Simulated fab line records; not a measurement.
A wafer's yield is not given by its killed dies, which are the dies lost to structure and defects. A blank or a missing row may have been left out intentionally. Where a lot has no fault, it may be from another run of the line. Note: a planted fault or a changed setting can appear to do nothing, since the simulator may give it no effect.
A lot that was struck, set against a sound lot -- flow sky130 -- 16 steps out of a route of 708
Sound: wafers L221.2, L221.5, L221.6. Struck: wafer L230.1 (L230.2, L230.5, from the same lot, were not struck and are left out); the cause is given at the end.
Order at every step that has rows: each side's tool, ch and its chambers, its first start. Under that, the readings that differ: sound wafers -- struck wafers -- difference of the means -- sigmas: that difference in standard deviations of wafers without a fault.
alike: words and numbers the same on both sides, and readings whose means are apart by under 2 such deviations; not compared: readings that were withheld, readings missing a value for some wafer, numbers with overlapping values and no deviation given by the record, and bounds like >300 which may hide the same value.
Wherever a step has rows on one side only, a row that says differs or no value, or a row with sigmas, the two part there. Non-overlapping numbers with no deviation appear without sigmas and do not part them. Lack of a reading on every wafer of one side parts them only where that side has two or more wafers.

first, 8 steps without rows for these wafers: SKY_POLY_GATE_DEHYDRATE_05 (time 60 s); SKY_POLY_GATE_HMDS_06 (prime time 60 s); SKY_POLY_GATE_COAT_07 (resist thk 110 nm); SKY_POLY_GATE_COAT_08 (resist thk 450 nm); SKY_POLY_GATE_SOFTBAKE_09 (time 90 s); SKY_POLY_GATE_EXPOSE_10 (exposes mask P1M, target cd 150 nm); SKY_POLY_GATE_PEB_11; SKY_POLY_GATE_DEVELOP_12 (develop time 60 s).
SKY_POLY_GATE_CD_MEAS_13: target cd 150 nm.
  struck on cdSem-02, day 23 09:00; sound on cdSem-01, day 18 22:44
  alike: cdNm
SKY_POLY_GATE_OVL_MEAS_14:
  struck on overlay-02, day 23 09:07; sound on overlay-01, day 18 22:51
  alike: POLY_GATE_OVL
SKY_POLY_GATE_ETCH_15: etches BARC in N2/H2, stops on SiO2, time 118.5 s, target depth 110 nm.
  sound on rieDiel-01 ch 0,1,3, day 18 22:53; struck on rieDiel-01 ch 1, day 23 09:10
reading,sound,struck,difference,sigmas
throttleValvePct (%),13.207 13.212 13.201,13.236,+0.029,+3
  alike: drypumpMotorCurrentA, oesProductAu
  not compared: rfHoursCounterH
SKY_POLY_GATE_ETCH_16: etches Si3N4 in CH3F/O2, stops on poly-Si, time 147.5 s, target depth 75 nm.
  sound on rieDiel-01 ch 0,1,3, day 18 22:58; struck on rieDiel-01 ch 1, day 23 09:14
reading,sound,struck,difference,sigmas
throttleValvePct (%),10.525 10.519 10.529,10.567,+0.043,+5
  alike: drypumpMotorCurrentA, oesProductAu
  not compared: rfHoursCounterH
SKY_POLY_GATE_ETCH_17: etches poly-Si in HBr/Cl2, stops on SiO2, target depth 180 nm, time 70.5 s.
  sound on rieSi-01 ch 0,2,3, day 18 23:04; struck on rieSi-02 ch 2, day 23 09:20
reading,sound,struck,difference,sigmas
model.KrF-thick_of_POLY_GATE_COAT_08.thkNm (nm),136.2 137.3 134.8,101.2,-34.9,
model.SiO2_of_SONOS_ONO_CVD_04.thkNm (nm),4.344 4.24 4.255,3.059,-1.221,
  alike: drypumpMotorCurrentA, oesProductAu, throttleValvePct
  not compared: rfHoursCounterH
SKY_POLY_GATE_STRIP_18: strips in O2/N2.
  sound on plasmaAsher-03 ch 0,1, day 18 23:07; struck on plasmaAsher-04 ch 0, day 23 09:24
reading,sound,struck,difference,sigmas
drypumpMotorCurrentA (A),5.3 5.7 5.4,6.4,+0.9,+2
oesProductAu (a.u.),0.362 0.361 0.361,0.345,-0.016,-3
stripTimeToEndpointS (s),3.121 3.140 3.129,2.746,-0.384,-14
  not compared: rfHoursCounterH
then, 1 step without rows for these wafers: SKY_POLY_GATE_CLEAN_19 (cleans in SC1/SC2, time 150 s).
-- the record jumps here: 27 days lie between the struck wafers' starts before and after (it left off in module POLY_GATE and takes up again in module PAD_OPEN, whose first step shown is number 708 of the route) --
SKY_PAD_OPEN_PROBE_99:
  struck on prober-01, day 50 05:35; sound on prober-02, day 47 09:59
reading,sound,struck,difference,sigmas
model.etest.tipSonos.rsOhmSq,2737 2753 2731,2371,-369,
model.etest.tipN.rsOhmSq,439.8 439 440,430.4,-9.2,
model.etest.resPdiffHv.rsOhmSq,190.6 192.3 193.3,185.2,-6.9,
  alike: killed_at_M0_to_M3, killed_at_M4_up, killedAtContacts, killedAtFrontEnd, killedAtOther, killedDies, killedOpen, killedShort

WHERE THEY PART
Last at SKY_POLY_GATE_STRIP_18 as far as this record goes, first at SKY_POLY_GATE_ETCH_15. Later steps at which nothing parts them and some readings are alike: SKY_PAD_OPEN_PROBE_99.

WHY: whatever the simulator had introduced
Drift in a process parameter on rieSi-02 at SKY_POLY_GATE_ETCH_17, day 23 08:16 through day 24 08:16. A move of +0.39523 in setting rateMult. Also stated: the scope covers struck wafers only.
